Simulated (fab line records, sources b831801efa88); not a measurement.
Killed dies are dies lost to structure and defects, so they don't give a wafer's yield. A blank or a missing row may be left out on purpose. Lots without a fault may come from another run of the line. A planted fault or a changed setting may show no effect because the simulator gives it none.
One fault seen from 2 desks | flow gf180mcu | each desk has only its own numbers; what lay behind them comes last

THE TOOL OWNER'S DESK: rtp_anneal-02
The tool's own readings at GF_PSD_RTA_13 (time 20 s): means of the sampled wafers that have a number, for each lot that ran on this tool. A lot is out of limits, marked OUT, if its mean lies more than 4 standard deviations from the usual mean; the brackets give that distance.
Columns: A = lamp_power_pct at GF_PSD_RTA_13, usual 33.2 %; B = wafer_temp_C_max at GF_PSD_RTA_13, usual 1028.5
lot  | first seen here | A    | B
L205 | day 14 21:35    | 35.3 | 1027.9
L207 | day 15 19:33    | 35.3 | 1027.5
L211 | day 17 01:35    | 35.3 | 1028.8
L217 | day 19 07:54    | 37.3 | 1027.3
L219 | day 19 21:39    | 37.3 | 1028.4
This desk's finding: nothing out of limits on any of the 5 lots.

THE METROLOGY DESK
What the gauges read, lot by lot, whatever tool the lot ran on: means of the sampled wafers that have a number. A lot is out of limits, marked OUT, if its mean lies more than 4 standard deviations from the usual mean; the brackets give that distance.
Columns: A = PSD_TW at GF_PSD_TW_MEAS_11, usual 3132; B = NSD_RS at GF_PSD_RS_MEAS_14, usual 46.16 ohm/sq; C = PSD_RS at GF_PSD_RS_MEAS_15, usual 109.4 ohm/sq
lot  | first seen here | A    | B               | C
L204 | day 14 16:22    | 3197 | 46.04           | 108.8
L205 | day 14 21:29    | 3095 | 46.41           | 110.2
L207 | day 15 19:26    | 3161 | 46.13           | 108.9
L209 | day 16 03:59    | 3174 | 46.06           | 109.2
L211 | day 17 01:29    | 3189 | 46.17           | 109.4
L212 | day 17 09:11    | 3086 | 45.98           | 108.9
L217 | day 19 07:47    | 3105 | 42.94 (-29) OUT | 100.9 (-24) OUT
L219 | day 19 21:32    | 3095 | 42.91 (-30) OUT | 100.9 (-24) OUT
L223 | day 21 05:51    | 3137 | 46.20           | 109.8
L224 | day 21 12:44    | 3137 | 46.09           | 109.3
L226 | day 22 03:59    | 3136 | 46.17           | 109.3
L227 | day 22 06:35    | 3093 | 46.09           | 108.9
This desk's finding: out of limits on L217, L219; first on L217, day 19 07:59 (NSD_RS at GF_PSD_RS_MEAS_14). In limits: L204, L205, L207, L209, L211, L212, L223, L224, L226, L227.

PUT TOGETHER
The metrology desk could have raised an alarm at day 19 07:59, on L217, L219.
The tool owner's desk saw nothing out of limits.
The tool owner's desk has L217, L219 on record, within its limits.
Of the lots named, all ran GF_PSD_RTA_13 on rtp_anneal-02.

WHAT THE SIMULATOR HAD PUT IN
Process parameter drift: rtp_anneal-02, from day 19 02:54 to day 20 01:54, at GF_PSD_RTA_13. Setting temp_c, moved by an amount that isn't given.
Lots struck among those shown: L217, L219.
Hours from the fault's start to each desk's first reading out of limits: the metrology desk, 5.
